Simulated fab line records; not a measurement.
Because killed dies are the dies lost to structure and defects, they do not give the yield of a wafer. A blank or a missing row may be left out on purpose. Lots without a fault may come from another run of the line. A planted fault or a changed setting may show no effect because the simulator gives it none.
The same fault as seen by 2 desks / flow sky130 / each desk has only its own numbers; what lay behind them comes last

DESK OF THE TOOL OWNER: lpcvd-01
The tool's own readings at SKY_POLY_GATE_CVD_00 (deposits poly-Si, target thk 180 nm, time 720 s): means of the sampled wafers that have a number, for each lot that ran on this tool. Marked OUT: a lot whose mean sits more than 4 standard deviations from the usual mean, which makes it out of limits; the brackets give that distance.
Columns: A = spike-tc-centre-C at SKY_POLY_GATE_CVD_00, usual 621.6 C; B = spike-tc-top-C at SKY_POLY_GATE_CVD_00, usual 641 C; C = spike-tc-upper-C at SKY_POLY_GATE_CVD_00, usual 619.2 C; D = zone-power-centre-pct at SKY_POLY_GATE_CVD_00, usual 9.72 %; E = zone-power-lower-pct at SKY_POLY_GATE_CVD_00, usual 8.92 %; F = zone-power-top-pct at SKY_POLY_GATE_CVD_00, usual 20.5 %; G = zone-power-upper-pct at SKY_POLY_GATE_CVD_00, usual 8.5 %
lot=L647; first seen here=day 14 13:15; A=622.1; B=645; C=618.4; D=9.55; E=8.76; F=22.7; G=9.1
lot=L648; first seen here=day 14 17:41; A=622.9; B=643; C=617.4; D=9.62; E=8.75; F=22.4; G=9.0
lot=L649; first seen here=day 15 04:22; A=620.7; B=637; C=620.8; D=9.84; E=9.12; F=17.3; G=7.5
lot=L650; first seen here=day 15 04:22; A=622.7; B=643; C=619.3; D=9.53; E=8.71; F=22.5; G=9.1
lot=L651; first seen here=day 15 17:29; A=620.5; B=637; C=619.6; D=9.85; E=9.28; F=17.2; G=7.4
lot=L653; first seen here=day 16 04:35; A=619.9; B=637; C=619.9; D=9.90; E=9.18; F=17.3; G=7.5
lot=L654; first seen here=day 16 16:07; A=622.3; B=644; C=618.8; D=9.56; E=8.77; F=22.4; G=9.2
lot=L655; first seen here=day 17 01:28; A=620.9; B=643; C=618.8; D=9.67; E=8.75; F=22.5; G=9.2
lot=L658; first seen here=day 18 03:36; A=631.1 (+6.8) OUT; B=655 (+4.1) OUT; C=555.3 (-53) OUT; D=15.16 (+36) OUT; E=8.12; F=30.7 (+4.1) OUT; G=0.0 (-10) OUT
lot=L667; first seen here=day 21 07:29; A=622.8; B=643; C=619.9; D=9.68; E=8.77; F=22.3; G=9.1
lot=L668; first seen here=day 21 12:29; A=620.7; B=637; C=620.5; D=9.87; E=9.23; F=17.5; G=7.5
lot=L669; first seen here=day 21 20:08; A=619.9; B=637; C=619.6; D=9.86; E=9.21; F=17.3; G=7.4
Finding of this desk: L658 out of limits; the first was L658 at day 18 03:36, on spike-tc-centre-C at SKY_POLY_GATE_CVD_00. In limits: L647, L648, L649, L650, L651, L653, L654, L655, L667, L668, L669.

FROM THE METROLOGY DESK
Means of the sampled wafers that have a number, per lot and without regard to the tool the lot ran on: this is what the gauges read. Marked OUT: a lot whose mean sits more than 4 standard deviations from the usual mean, which makes it out of limits; the brackets give that distance.
Columns: A = cd-nm at SKY_SONOS_TUNNEL_CD_MEAS_07, usual 410.3 nm; B = GATE_OXIDE_TW at SKY_GATE_OXIDE_TW_MEAS_14, usual 223.2
lot=L647; first seen here=day 12 00:13; A=410.4; B=225.5
lot=L648; first seen here=day 12 02:45; A=410.5; B=223.7
lot=L649; first seen here=day 12 07:19; A=411.6; B=223.0
lot=L650; first seen here=day 12 12:40; A=408.3; B=223.1
lot=L651; first seen here=day 12 20:26; A=409.4; B=222.1
lot=L653; first seen here=day 13 11:40; A=406.7; B=223.7
lot=L654; first seen here=day 13 19:44; A=408.9; B=221.6
lot=L655; first seen here=day 14 05:56; A=412.3; B=223.1
lot=L658; first seen here=day 15 08:48; A=408.1; B=222.9
lot=L667; first seen here=day 18 09:17; A=410.9; B=223.5
lot=L668; first seen here=day 18 13:47; A=411.6; B=224.5
lot=L669; first seen here=day 18 23:13; A=410.5; B=226.0
This desk's verdict: no lot among the 12 shows anything out of limits.

TAKEN TOGETHER
An alarm could have come from the tool owner's desk at day 18 03:36, on L658.
From the metrology desk's view, nothing was out of limits.
The metrology desk holds a record of L658, inside its limits.
SKY_POLY_GATE_CVD_00 was run on lpcvd-01 by each of the lots named.

WHAT HAD BEEN PUT IN BY THE SIMULATOR
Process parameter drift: lpcvd-01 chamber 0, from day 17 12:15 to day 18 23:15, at SKY_POLY_GATE_CVD_00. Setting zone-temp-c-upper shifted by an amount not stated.
Lots struck among those shown: L658.
Each desk's first reading out of limits, in hours after the fault started: the tool owner's desk, 15.
